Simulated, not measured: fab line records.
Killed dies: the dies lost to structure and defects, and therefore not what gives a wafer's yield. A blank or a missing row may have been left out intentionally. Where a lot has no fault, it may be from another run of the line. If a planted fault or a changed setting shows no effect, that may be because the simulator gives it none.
Which of the tools did it? ; flow sky130 ; 12 lots with 36 wafers sampled at 3 steps, on a route of 708 steps

## WHAT EACH GAUGE READ, for each wafer
SKY_POLY_CUT_OVL_MEAS_09.
lot;measured;on;POLY_CUT_OVL (nm)
L168;day 24 20:12;overlay-01;-6 -2 -1
L171;day 25 16:15;overlay-01;1 -5 1
L172;day 26 10:17;overlay-01;1 2 1
L173;day 26 13:02;overlay-02;0 -3 -6
L174;day 26 21:03;overlay-01;4 11 3
L176;day 27 17:36;overlay-02;-2 7 -4
L179;day 28 15:02;overlay-02;6 4 3
L180;day 28 21:14;overlay-01;2 -3 -5
L181;day 29 06:35;overlay-01;5 8 9
L187;day 30 23:32;overlay-02;-2 -3 -1
L189;day 31 19:18;overlay-02;-1 -2 -6
L190;day 32 03:23;overlay-02;-3 2 3

## WHICH TOOL RAN EACH LOT (tool, then ch and the chambers of the sampled wafers, then the start)
lot;SKY_FIELD_ISO_CMP_27;SKY_LDD_N_IMPLANT_08
L168;cmp-02 ch 1,2,3, day 2 17:02;implanter-01 ch 0, day 18 07:17
L171;cmp-01 ch 1,2, day 3 07:29;implanter-01 ch 0, day 19 01:57
L172;cmp-01 ch 0,2, day 3 15:10;implanter-03 ch 0, day 19 23:00
L173;cmp-01 ch 0,1,2, day 3 17:44;implanter-02 ch 0, day 20 05:01
L174;cmp-01 ch 0,1,2, day 3 21:51;implanter-01 ch 0, day 20 09:03
L176;cmp-02 ch 0,2, day 4 06:35;implanter-02 ch 0, day 20 20:41
L179;cmp-02 ch 0,3, day 4 21:23;implanter-03 ch 0, day 22 08:36
L180;cmp-02 ch 0,1, day 5 04:21;implanter-01 ch 0, day 22 18:52
L181;cmp-02 ch 0,2,3, day 5 09:49;implanter-01 ch 0, day 22 23:09
L187;cmp-02 ch 1,2,3, day 6 17:06;implanter-02 ch 0, day 24 22:42
L189;cmp-02 ch 0,2,3, day 7 05:28;implanter-03 ch 0, day 25 18:28
L190;cmp-02 ch 0,1,2, day 7 12:07;implanter-03 ch 0, day 26 05:57
- SKY_FIELD_ISO_CMP_27: polishes, stops on Si3N4, t overpolish 16 s, target thk 457.8 nm.
- SKY_LDD_N_IMPLANT_08

## WHAT THE TOOLS THEMSELVES READ (means of the sampled wafers that have a number; where no wafer has one, the mark that the record gives instead)
SKY_FIELD_ISO_CMP_27.
lot;tool;motorCurrentA (A);overpolishRunS (s);timeToEndpointS (s)
L168;cmp-02;12.4;15.999;117
L171;cmp-01;13.1;15.990;109
L172;cmp-01;11.8;16.006;118
L173;cmp-01;12.4;16.001;119
L174;cmp-01;12.3;16.006;113
L176;cmp-02;12.0;15.989;121
L179;cmp-02;13.8;15.998;112
L180;cmp-02;12.9;16.005;112
L181;cmp-02;12.5;16.009;118
L187;cmp-02;11.9;16.002;112
L189;cmp-02;12.7;16.006;116
L190;cmp-02;12.6;15.993;112

SKY_LDD_N_IMPLANT_08.
lot;tool;beamOnS (s);doseIonsCm2;faradayCurrentUA
L168;implanter-01;9.85;7.500e+13;429
L171;implanter-01;10.01;7.503e+13;421
L172;implanter-03;10.04;7.506e+13;420
L173;implanter-02;9.97;7.490e+13;424
L174;implanter-01;10.02;7.507e+13;421
L176;implanter-02;10.09;7.498e+13;419
L179;implanter-03;9.88;7.497e+13;427
L180;implanter-01;10.14;6.684e+13;372
L181;implanter-01;10.11;6.682e+13;372
L187;implanter-02;9.97;7.504e+13;423
L189;implanter-03;9.90;7.507e+13;427
L190;implanter-03;9.80;7.507e+13;432

## THE ANSWER, worked out from the rows above alone
Rule: usual is defined by the lots themselves. The widest of any qualifying gaps counts: lots, ordered by their means at a reading, are off when they make up no more than a third of the lots, leave a main group of 4 or more, and stand apart from it by 3 or more times the standard deviation of that group's means. A main group is skipped when, at the precision printed for the reading in the tables above, its means are all equal. A lot without any number at a reading at which 4 lots or more have one is off too. All remaining lots with rows at the step are treated as sound. After the gauges, taken in route order, come the tools' own readings; for these a lot's mean is taken, as printed above. At the first step where some lot is off, the reading lying furthest off is the one used; lots without a number count as furthest.
Off: L180, L181, at SKY_LDD_N_IMPLANT_08 (doseIonsCm2). For the main group the mean is 7.502e+13 and the standard deviation 5.3e+10.
A tool fits if, at that step or a process step before it, it ran every lot that is off, and no sound lot after the first of them. One fits: SKY_LDD_N_IMPLANT_08 on implanter-01. Its last sound lot is L174 (day 20 09:03), its first lot that is off L180 (day 22 18:52): a fault that began between those two fits.
The tool's own readings at SKY_LDD_N_IMPLANT_08 bear it out: on the lots that are off they differ by more than 5 times the standard deviation of the sound lots' means. doseIonsCm2 reads 6.683e+13 there against 7.502e+13 on the sound lots; faradayCurrentUA reads 372 there against 424 on the sound lots.

## WHAT HAD BEEN PUT IN BY THE SIMULATOR
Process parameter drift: implanter-01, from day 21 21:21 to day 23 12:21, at SKY_LDD_N_IMPLANT_08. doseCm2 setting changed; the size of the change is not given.
Lots struck among those shown: L180, L181. Same finding as the rule above.
